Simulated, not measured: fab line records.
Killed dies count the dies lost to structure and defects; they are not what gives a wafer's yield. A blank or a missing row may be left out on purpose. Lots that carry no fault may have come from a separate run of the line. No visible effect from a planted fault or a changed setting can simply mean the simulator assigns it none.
Which tool did it? || flow sky130 || 72 wafers from 24 lots sampled at 2 of the route's 708 steps

WHAT THE GAUGES READ, wafer by wafer
SKY_NWELL_OVL_MEAS_10. Usual: NWELL_00_OVL gives -0.2 nm (standard deviation 1.3).
{"lot": "L074", "measured": "day 4 14:55", "on": "overlay-02", "NWELL_00_OVL (nm)": "0.8 -0.5 1.0", "flag": ""}
{"lot": "L075", "measured": "day 4 21:35", "on": "overlay-02", "NWELL_00_OVL (nm)": "0.6 0.6 -0.8", "flag": ""}
{"lot": "L076", "measured": "day 5 01:19", "on": "overlay-01", "NWELL_00_OVL (nm)": "-1.7 0.5 1.2", "flag": ""}
{"lot": "L077", "measured": "day 5 05:49", "on": "overlay-02", "NWELL_00_OVL (nm)": "-3.2 -2.3 -2.4", "flag": ""}
{"lot": "L078", "measured": "day 5 14:46", "on": "overlay-02", "NWELL_00_OVL (nm)": "0.3 2.3 1.3", "flag": ""}
{"lot": "L079", "measured": "day 6 05:49", "on": "overlay-02", "NWELL_00_OVL (nm)": "1.5 2.1 2.0", "flag": ""}
{"lot": "L081", "measured": "day 6 09:37", "on": "overlay-01", "NWELL_00_OVL (nm)": "-1.8 -0.2 -2.2", "flag": ""}
{"lot": "L080", "measured": "day 6 09:59", "on": "overlay-01", "NWELL_00_OVL (nm)": "-2.8 1.0 -1.1", "flag": ""}
{"lot": "L082", "measured": "day 6 11:52", "on": "overlay-02", "NWELL_00_OVL (nm)": "-2.7 -0.4 -2.5", "flag": ""}
{"lot": "L083", "measured": "day 6 17:49", "on": "overlay-01", "NWELL_00_OVL (nm)": "-2.0 -0.7 -1.4", "flag": ""}
{"lot": "L084", "measured": "day 7 01:55", "on": "overlay-02", "NWELL_00_OVL (nm)": "1.4 -0.3 -1.4", "flag": ""}
{"lot": "L085", "measured": "day 7 13:19", "on": "overlay-01", "NWELL_00_OVL (nm)": "-1.8 -2.5 -2.6", "flag": ""}
{"lot": "L087", "measured": "day 7 22:46", "on": "overlay-01", "NWELL_00_OVL (nm)": "-1.3 0.3 1.0", "flag": ""}
{"lot": "L086", "measured": "day 7 23:04", "on": "overlay-01", "NWELL_00_OVL (nm)": "-1.6 -2.0 -0.4", "flag": ""}
{"lot": "L088", "measured": "day 8 04:37", "on": "overlay-01", "NWELL_00_OVL (nm)": "1.4 -0.8 0.3", "flag": ""}
{"lot": "L089", "measured": "day 8 11:16", "on": "overlay-01", "NWELL_00_OVL (nm)": "-1.2 0.1 -1.0", "flag": ""}
{"lot": "L090", "measured": "day 8 14:22", "on": "overlay-02", "NWELL_00_OVL (nm)": "1.1 0.2 1.2", "flag": ""}
{"lot": "L091", "measured": "day 8 19:13", "on": "overlay-02", "NWELL_00_OVL (nm)": "0.8 1.4 -1.0", "flag": ""}
{"lot": "L093", "measured": "day 9 04:38", "on": "overlay-02", "NWELL_00_OVL (nm)": "0.9 0.4 1.4", "flag": ""}
{"lot": "L092", "measured": "day 9 06:01", "on": "overlay-01", "NWELL_00_OVL (nm)": "-0.7 0.1 -1.6", "flag": ""}
{"lot": "L094", "measured": "day 9 11:49", "on": "overlay-02", "NWELL_00_OVL (nm)": "0.5 1.2 1.4", "flag": ""}
{"lot": "L095", "measured": "day 9 17:46", "on": "overlay-02", "NWELL_00_OVL (nm)": "1.3 1.7 -2.0", "flag": ""}
{"lot": "L096", "measured": "day 9 22:13", "on": "overlay-01", "NWELL_00_OVL (nm)": "-1.9 -2.0 -0.6", "flag": ""}
{"lot": "L097", "measured": "day 10 03:22", "on": "overlay-02", "NWELL_00_OVL (nm)": "0.5 -0.9 0.3", "flag": ""}

SKY_GATE_OXIDE_OVL_MEAS_10. Usual: GATE_OXIDE_OVL gives 0.5 nm (standard deviation 1.3).
{"lot": "L074", "measured": "day 13 21:25", "on": "overlay-02", "GATE_OXIDE_OVL (nm)": "1.3 1.1 0.0", "flag": ""}
{"lot": "L075", "measured": "day 14 04:10", "on": "overlay-01", "GATE_OXIDE_OVL (nm)": "0.4 2.8 0.7", "flag": ""}
{"lot": "L076", "measured": "day 14 09:31", "on": "overlay-02", "GATE_OXIDE_OVL (nm)": "0.4 0.1 0.5", "flag": ""}
{"lot": "L077", "measured": "day 14 16:31", "on": "overlay-01", "GATE_OXIDE_OVL (nm)": "0.8 1.0 -0.8", "flag": ""}
{"lot": "L078", "measured": "day 15 09:10", "on": "overlay-01", "GATE_OXIDE_OVL (nm)": "-0.8 -1.5 0.3", "flag": ""}
{"lot": "L079", "measured": "day 16 07:13", "on": "overlay-01", "GATE_OXIDE_OVL (nm)": "0.5 -0.8 -0.4", "flag": ""}
{"lot": "L081", "measured": "day 16 11:23", "on": "overlay-01", "GATE_OXIDE_OVL (nm)": "0.1 0.2 -0.3", "flag": ""}
{"lot": "L080", "measured": "day 16 11:47", "on": "overlay-01", "GATE_OXIDE_OVL (nm)": "0.8 1.6 2.5", "flag": ""}
{"lot": "L082", "measured": "day 16 18:31", "on": "overlay-01", "GATE_OXIDE_OVL (nm)": "1.3 1.9 1.8", "flag": ""}
{"lot": "L083", "measured": "day 17 02:13", "on": "overlay-01", "GATE_OXIDE_OVL (nm)": "1.6 1.4 4.5", "flag": ""}
{"lot": "L084", "measured": "day 17 11:04", "on": "overlay-02", "GATE_OXIDE_OVL (nm)": "1.1 -1.0 -0.4", "flag": ""}
{"lot": "L085", "measured": "day 18 06:28", "on": "overlay-01", "GATE_OXIDE_OVL (nm)": "2.6 1.6 0.6", "flag": ""}
{"lot": "L087", "measured": "day 18 16:34", "on": "overlay-02", "GATE_OXIDE_OVL (nm)": "-2.2 -0.9 0.8", "flag": ""}
{"lot": "L086", "measured": "day 18 23:53", "on": "overlay-01", "GATE_OXIDE_OVL (nm)": "2.7 -0.3 -1.1", "flag": ""}
{"lot": "L088", "measured": "day 19 06:34", "on": "overlay-02", "GATE_OXIDE_OVL (nm)": "1.2 0.4 -2.5", "flag": ""}
{"lot": "L089", "measured": "day 19 17:10", "on": "overlay-02", "GATE_OXIDE_OVL (nm)": "-0.3 -1.9 -0.1", "flag": ""}
{"lot": "L090", "measured": "day 19 21:50", "on": "overlay-01", "GATE_OXIDE_OVL (nm)": "1.4 2.0 1.9", "flag": ""}
{"lot": "L091", "measured": "day 20 02:58", "on": "overlay-02", "GATE_OXIDE_OVL (nm)": "1.8 2.6 2.2", "flag": ""}
{"lot": "L093", "measured": "day 20 15:56", "on": "overlay-02", "GATE_OXIDE_OVL (nm)": "-0.5 -1.0 -0.2", "flag": ""}
{"lot": "L092", "measured": "day 20 16:10", "on": "overlay-01", "GATE_OXIDE_OVL (nm)": "-0.1 1.8 2.1", "flag": ""}
{"lot": "L094", "measured": "day 20 23:37", "on": "overlay-02", "GATE_OXIDE_OVL (nm)": "-0.2 2.8 1.0", "flag": ""}
{"lot": "L095", "measured": "day 21 12:28", "on": "overlay-02", "GATE_OXIDE_OVL (nm)": "0.8 3.2 0.3", "flag": ""}
{"lot": "L096", "measured": "day 21 12:11", "on": "overlay-01", "GATE_OXIDE_OVL (nm)": "-0.7 -0.5 0.5", "flag": ""}
{"lot": "L097", "measured": "day 21 23:37", "on": "overlay-02", "GATE_OXIDE_OVL (nm)": "-1.0 1.5 0.4", "flag": ""}

WHAT TOOL EACH LOT RAN ON (gives the tool, then ch and the chambers of the sampled wafers, and finally the start)
There is no process step in the record ahead of these readings.

WHAT THE TOOLS THEMSELVES READ (means of the sampled wafers that have a number; where no wafer has one, the mark that the record gives instead)
The record holds no such reading with a usual standard deviation.

THE ANSWER, worked out from the rows above alone
Rule: lot off if the mean of its wafers having a number is beyond 3 standard deviations from the usual mean. A lot without any number at a reading at which 4 lots or more have one is off too. All remaining lots with rows at the step are treated as sound. After the gauges, taken in route order, come the tools' own readings; for these a lot's mean is taken, as printed above. At the first step where some lot is off, the reading lying furthest off is the one used; lots without a number count as furthest.
None of the lots is off at any reading shown; this tells nothing.

WHAT THE SIMULATOR HAD INSERTED
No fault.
